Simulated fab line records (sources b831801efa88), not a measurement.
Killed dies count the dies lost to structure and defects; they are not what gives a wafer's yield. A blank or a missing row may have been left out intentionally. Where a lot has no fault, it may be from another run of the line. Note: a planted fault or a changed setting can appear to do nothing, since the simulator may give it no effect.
Which tool did it? || flow sfq_line || Sampling: 14 lots, 42 wafers, 2 of 325 route steps

## WHAT EACH GAUGE READ, for each wafer
SFQ_M0_RS_MEAS_904: uses a four-point probe to measure.
{"lot": "L532", "measured": "day 7 19:22", "on": "film_metro-01", "M0_NB_RS (ohm/sq)": "0.891 0.879 0.886"}
{"lot": "L533", "measured": "day 8 01:10", "on": "film_metro-01", "M0_NB_RS (ohm/sq)": "0.892 0.896 0.884"}
{"lot": "L534", "measured": "day 8 09:35", "on": "film_metro-02", "M0_NB_RS (ohm/sq)": "0.888 0.883 0.888"}
{"lot": "L535", "measured": "day 8 23:30", "on": "film_metro-03", "M0_NB_RS (ohm/sq)": "0.900 0.900 0.914"}
{"lot": "L537", "measured": "day 9 11:55", "on": "film_metro-01", "M0_NB_RS (ohm/sq)": "0.885 0.899 0.880"}
{"lot": "L538", "measured": "day 9 16:43", "on": "film_metro-01", "M0_NB_RS (ohm/sq)": "0.888 0.902 0.890"}
{"lot": "L540", "measured": "day 10 02:22", "on": "film_metro-02", "M0_NB_RS (ohm/sq)": "0.879 0.867 0.876"}
{"lot": "L542", "measured": "day 10 12:02", "on": "film_metro-03", "M0_NB_RS (ohm/sq)": "0.893 0.905 0.902"}
{"lot": "L543", "measured": "day 10 15:37", "on": "film_metro-01", "M0_NB_RS (ohm/sq)": "0.910 0.913 0.904"}
{"lot": "L544", "measured": "day 10 22:52", "on": "film_metro-02", "M0_NB_RS (ohm/sq)": "0.892 0.892 0.894"}
{"lot": "L545", "measured": "day 11 07:13", "on": "film_metro-01", "M0_NB_RS (ohm/sq)": "0.933 0.896 0.886"}
{"lot": "L548", "measured": "day 12 10:57", "on": "film_metro-02", "M0_NB_RS (ohm/sq)": "0.930 0.885 0.885"}
{"lot": "L552", "measured": "day 13 12:55", "on": "film_metro-02", "M0_NB_RS (ohm/sq)": "0.901 0.900 0.890"}
{"lot": "L554", "measured": "day 14 03:19", "on": "film_metro-02", "M0_NB_RS (ohm/sq)": "0.877 0.871 0.883"}

## WHAT TOOL EACH LOT RAN ON (gives the tool, then ch and the chambers of the sampled wafers, and finally the start)
{"lot": "L532", "SFQ_TRILAYER_M0_DEP_SPUTTER_019": "pvd_sputter-05, day 7 19:16"}
{"lot": "L533", "SFQ_TRILAYER_M0_DEP_SPUTTER_019": "pvd_sputter-05, day 8 01:04"}
{"lot": "L534", "SFQ_TRILAYER_M0_DEP_SPUTTER_019": "pvd_sputter-04, day 8 09:28"}
{"lot": "L535", "SFQ_TRILAYER_M0_DEP_SPUTTER_019": "pvd_sputter-06, day 8 23:25"}
{"lot": "L537", "SFQ_TRILAYER_M0_DEP_SPUTTER_019": "pvd_sputter-05, day 9 11:50"}
{"lot": "L538", "SFQ_TRILAYER_M0_DEP_SPUTTER_019": "pvd_sputter-06, day 9 16:38"}
{"lot": "L540", "SFQ_TRILAYER_M0_DEP_SPUTTER_019": "pvd_sputter-05, day 10 02:14"}
{"lot": "L542", "SFQ_TRILAYER_M0_DEP_SPUTTER_019": "pvd_sputter-05, day 10 11:56"}
{"lot": "L543", "SFQ_TRILAYER_M0_DEP_SPUTTER_019": "pvd_sputter-04, day 10 15:32"}
{"lot": "L544", "SFQ_TRILAYER_M0_DEP_SPUTTER_019": "pvd_sputter-04, day 10 22:44"}
{"lot": "L545", "SFQ_TRILAYER_M0_DEP_SPUTTER_019": "pvd_sputter-04, day 11 07:08"}
{"lot": "L548", "SFQ_TRILAYER_M0_DEP_SPUTTER_019": "pvd_sputter-04, day 12 10:52"}
{"lot": "L552", "SFQ_TRILAYER_M0_DEP_SPUTTER_019": "pvd_sputter-05, day 13 12:49"}
{"lot": "L554", "SFQ_TRILAYER_M0_DEP_SPUTTER_019": "pvd_sputter-05, day 14 03:13"}
- SFQ_TRILAYER_M0_DEP_SPUTTER_019: material Nb, target thk 200 nm, time 133.3 s.

## AS READ BY THE TOOLS THEMSELVES (means over the sampled wafers that have a number; for cases with no such wafer, the mark the record gives instead)
SFQ_TRILAYER_M0_DEP_SPUTTER_019.
{"lot": "L532", "tool": "pvd_sputter-05", "chamber_pressure_pa (Pa)": 0.13336, "throttle_valve_pct (%)": 29.1}
{"lot": "L533", "tool": "pvd_sputter-05", "chamber_pressure_pa (Pa)": 0.13326, "throttle_valve_pct (%)": 29.4}
{"lot": "L534", "tool": "pvd_sputter-04", "chamber_pressure_pa (Pa)": 0.13355, "throttle_valve_pct (%)": 30.2}
{"lot": "L535", "tool": "pvd_sputter-06", "chamber_pressure_pa (Pa)": 0.13317, "throttle_valve_pct (%)": 29.3}
{"lot": "L537", "tool": "pvd_sputter-05", "chamber_pressure_pa (Pa)": 0.13316, "throttle_valve_pct (%)": 29.2}
{"lot": "L538", "tool": "pvd_sputter-06", "chamber_pressure_pa (Pa)": 0.13330, "throttle_valve_pct (%)": 29.2}
{"lot": "L540", "tool": "pvd_sputter-05", "chamber_pressure_pa (Pa)": 0.13326, "throttle_valve_pct (%)": 29.6}
{"lot": "L542", "tool": "pvd_sputter-05", "chamber_pressure_pa (Pa)": 0.13314, "throttle_valve_pct (%)": 29.7}
{"lot": "L543", "tool": "pvd_sputter-04", "chamber_pressure_pa (Pa)": 0.13351, "throttle_valve_pct (%)": 30.1}
{"lot": "L544", "tool": "pvd_sputter-04", "chamber_pressure_pa (Pa)": 0.13340, "throttle_valve_pct (%)": 30.2}
{"lot": "L545", "tool": "pvd_sputter-04", "chamber_pressure_pa (Pa)": 0.13324, "throttle_valve_pct (%)": 30.1}
{"lot": "L548", "tool": "pvd_sputter-04", "chamber_pressure_pa (Pa)": 0.13316, "throttle_valve_pct (%)": 30.5}
{"lot": "L552", "tool": "pvd_sputter-05", "chamber_pressure_pa (Pa)": 0.13328, "throttle_valve_pct (%)": 29.5}
{"lot": "L554", "tool": "pvd_sputter-05", "chamber_pressure_pa (Pa)": 0.13328, "throttle_valve_pct (%)": 29.5}

## THE ANSWER, worked out from the rows above alone
Rule: usual is defined by the lots themselves. The widest of any qualifying gaps counts: lots, ordered by their means at a reading, are off when they make up no more than a third of the lots, leave a main group of 4 or more, and stand apart from it by 3 or more times the standard deviation of that group's means. If all means in a main group match to the digits the tables above print for the reading, that group is not used. A lot without any number at a reading at which 4 lots or more have one is off too. The other lots that the step has rows for count as sound. The gauges are gone through in route order, then the tools' own readings, and for those a lot's mean is taken as printed above. The first step at which some lot is off is used, and at that step the reading that is off furthest; a lot without a number counts as furthest.
Nothing can be told from this: no lot is off at any reading shown.

## WHAT THE SIMULATOR HAD INSERTED
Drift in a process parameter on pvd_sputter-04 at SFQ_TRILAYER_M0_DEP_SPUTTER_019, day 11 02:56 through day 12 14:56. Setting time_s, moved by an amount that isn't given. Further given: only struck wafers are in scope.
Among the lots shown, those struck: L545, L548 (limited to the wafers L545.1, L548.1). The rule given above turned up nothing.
